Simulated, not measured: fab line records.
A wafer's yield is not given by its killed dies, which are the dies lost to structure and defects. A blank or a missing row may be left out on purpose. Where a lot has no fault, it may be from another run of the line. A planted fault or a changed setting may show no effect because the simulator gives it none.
Which tool did it? | flow gf180mcu | 36 wafers from 12 lots sampled at 4 of the route's 602 steps

## WHAT THE GAUGES SHOWED, per wafer
GF_TOP_METAL_CD_MEAS_14 targets a cd of 440 nm. Usual: 439.9 nm for cd-nm, sd 2.
lot  | measured     | on        | cd-nm (nm)        | flag
L791 | day 28 12:28 | cd-sem-01 | 437.0 438.0 436.5 |
L793 | day 29 02:13 | cd-sem-01 | 435.6 439.2 437.8 |
L795 | day 29 16:20 | cd-sem-02 | 439.4 439.5 438.7 |
L796 | day 29 23:51 | cd-sem-01 | 439.7 442.2 442.0 |
L798 | day 30 08:13 | cd-sem-02 | 438.1 439.6 438.7 |
L804 | day 32 04:02 | cd-sem-02 | 440.3 441.4 440.4 |
L805 | day 32 07:50 | cd-sem-01 | 442.8 442.7 441.8 |
L806 | day 32 20:19 | cd-sem-01 | 440.8 440.3 444.1 |
L807 | day 32 22:53 | cd-sem-01 | 440.1 440.0 441.9 |
L810 | day 33 12:23 | cd-sem-01 | 437.7 438.5 439.1 |
L813 | day 34 05:38 | cd-sem-01 | 440.3 437.8 440.6 |
L814 | day 34 12:00 | cd-sem-02 | 439.7 440.2 439.9 |

GF_PASSIVATION_THK_MEAS_01. Usual: PASSIVATION_CVD_00_THK typically reads 1001 nm, with standard deviation 16.
lot  | measured     | on            | PASSIVATION_CVD_00_THK (nm) | flag
L791 | day 28 13:23 | film-metro-02 | 994 984 999                 |
L793 | day 29 03:09 | film-metro-02 | 994 1025 1002               |
L795 | day 29 17:17 | film-metro-02 | 983 988 995                 |
L796 | day 30 00:51 | film-metro-02 | 990 994 1001                |
L798 | day 30 09:10 | film-metro-01 | 1008 998 1020               |
L804 | day 32 04:58 | film-metro-03 | 1004 1005 1010              |
L805 | day 32 08:46 | film-metro-03 | 988 997 994                 |
L806 | day 32 21:28 | film-metro-02 | 1011 1018 1031              |
L807 | day 32 23:51 | film-metro-01 | 979 983 999                 |
L810 | day 33 13:21 | film-metro-02 | 996 997 1005                |
L813 | day 34 06:36 | film-metro-03 | 979 990 1006                |
L814 | day 34 12:56 | film-metro-02 | 966 981 1001                |

## WHAT TOOL EACH LOT RAN ON (gives the tool, then ch and the chambers of the sampled wafers, and finally the start)
lot  | GF_V1_ETCH_16                      | GF_TOP_METAL_SPUTTER_03
L791 | rie-diel-04 ch 0,1, day 17 20:19   | pvd-sputter-03, day 26 23:04
L793 | rie-diel-04 ch 0,2, day 18 23:48   | pvd-sputter-04, day 28 15:49
L795 | rie-diel-04 ch 1,2, day 19 17:01   | pvd-sputter-03, day 28 23:31
L796 | rie-diel-04 ch 0,2,3, day 20 00:58 | pvd-sputter-04, day 29 04:54
L798 | rie-diel-02 ch 0,1,2, day 20 19:34 | pvd-sputter-03, day 29 13:29
L804 | rie-diel-01 ch 0,1,2, day 22 23:12 | pvd-sputter-01, day 31 10:53
L805 | rie-diel-04 ch 1,2, day 23 07:02   | pvd-sputter-03, day 31 15:04
L806 | rie-diel-01 ch 0,1,2, day 23 21:39 | pvd-sputter-04, day 32 04:58
L807 | rie-diel-04 ch 0,2, day 24 05:06   | pvd-sputter-04, day 32 07:08
L810 | rie-diel-01 ch 0,3, day 24 21:57   | pvd-sputter-04, day 32 21:02
L813 | rie-diel-02 ch 1,2,3, day 25 22:42 | pvd-sputter-01, day 33 15:18
L814 | rie-diel-01 ch 1,3, day 26 04:25   | pvd-sputter-01, day 33 21:12
- GF_V1_ETCH_16: etches BARC in N2/H2.
- GF_TOP_METAL_SPUTTER_03: material Ti, target thk 5 nm, time 3.3 s.

## WHAT THE TOOLS THEMSELVES READ (means of the sampled wafers that have a number; where no wafer has one, the mark that the record gives instead)
GF_V1_ETCH_16. Usual: drypump-motor-current-A 6.0 A, standard deviation 0.51; oes-product-au 0.855 a.u., standard deviation 0.0048; rf-fwd-power-W 495.3 W, standard deviation 2.3; throttle-valve-pct 13.225 %, standard deviation 0.0087.
lot  | tool        | drypump-motor-current-A (A) | oes-product-au (a.u.) | rf-fwd-power-W (W) | throttle-valve-pct (%) | flag
L791 | rie-diel-04 | 5.7                         | 0.854                 | 495.4              | 13.226                 |
L793 | rie-diel-04 | 6.3                         | 0.854                 | 495.2              | 13.223                 |
L795 | rie-diel-04 | 6.1                         | 0.854                 | 495.1              | 13.224                 |
L796 | rie-diel-04 | 6.4                         | 0.855                 | 494.8              | 13.213                 |
L798 | rie-diel-02 | 5.7                         | 0.853                 | 494.6              | 13.224                 |
L804 | rie-diel-01 | 6.2                         | 0.854                 | 496.5              | 13.222                 |
L805 | rie-diel-04 | 6.1                         | 0.851                 | 495.4              | 13.231                 |
L806 | rie-diel-01 | 6.3                         | 0.854                 | 496.8              | 13.225                 |
L807 | rie-diel-04 | 6.4                         | 0.857                 | 493.8              | 13.224                 |
L810 | rie-diel-01 | 6.3                         | 0.852                 | 495.4              | 13.215                 |
L813 | rie-diel-02 | 5.5                         | 0.853                 | 495.2              | 13.217                 |
L814 | rie-diel-01 | 6.0                         | 0.855                 | 494.8              | 13.226                 |

GF_TOP_METAL_SPUTTER_03. Usual: cathode-dc-power-W 3000.0 W, standard deviation 0.5; throttle-valve-pct 30.5 %, standard deviation 0.58.
lot  | tool           | cathode-dc-power-W (W) | throttle-valve-pct (%) | flag
L791 | pvd-sputter-03 | 3000.2                 | 30.9                   |
L793 | pvd-sputter-04 | 3000.0                 | 30.1                   |
L795 | pvd-sputter-03 | 2999.9                 | 30.9                   |
L796 | pvd-sputter-04 | 2999.9                 | 30.3                   |
L798 | pvd-sputter-03 | 3000.3                 | 31.1                   |
L804 | pvd-sputter-01 | 3000.3                 | 30.6                   |
L805 | pvd-sputter-03 | 2999.7                 | 30.7                   |
L806 | pvd-sputter-04 | 3000.6                 | 29.6                   |
L807 | pvd-sputter-04 | 2999.9                 | 30.0                   |
L810 | pvd-sputter-04 | 2999.6                 | 30.2                   |
L813 | pvd-sputter-01 | 3000.1                 | 30.5                   |
L814 | pvd-sputter-01 | 3000.0                 | 30.5                   |

## THE ANSWER, worked out from the rows above alone
Rule: take the mean of a lot's wafers that have a number; if it is more than 3 standard deviations from the usual mean, the lot is off. A lot without any number at a reading at which 4 lots or more have one is off too. Where the step has rows for the other lots, those lots are counted as sound. After the gauges, taken in route order, come the tools' own readings; for these a lot's mean is taken, as printed above. At the first step where some lot is off, the reading lying furthest off is the one used; lots without a number count as furthest.
Nothing can be told from this: no lot is off at any reading shown.

## WHAT THE SIMULATOR PUT IN
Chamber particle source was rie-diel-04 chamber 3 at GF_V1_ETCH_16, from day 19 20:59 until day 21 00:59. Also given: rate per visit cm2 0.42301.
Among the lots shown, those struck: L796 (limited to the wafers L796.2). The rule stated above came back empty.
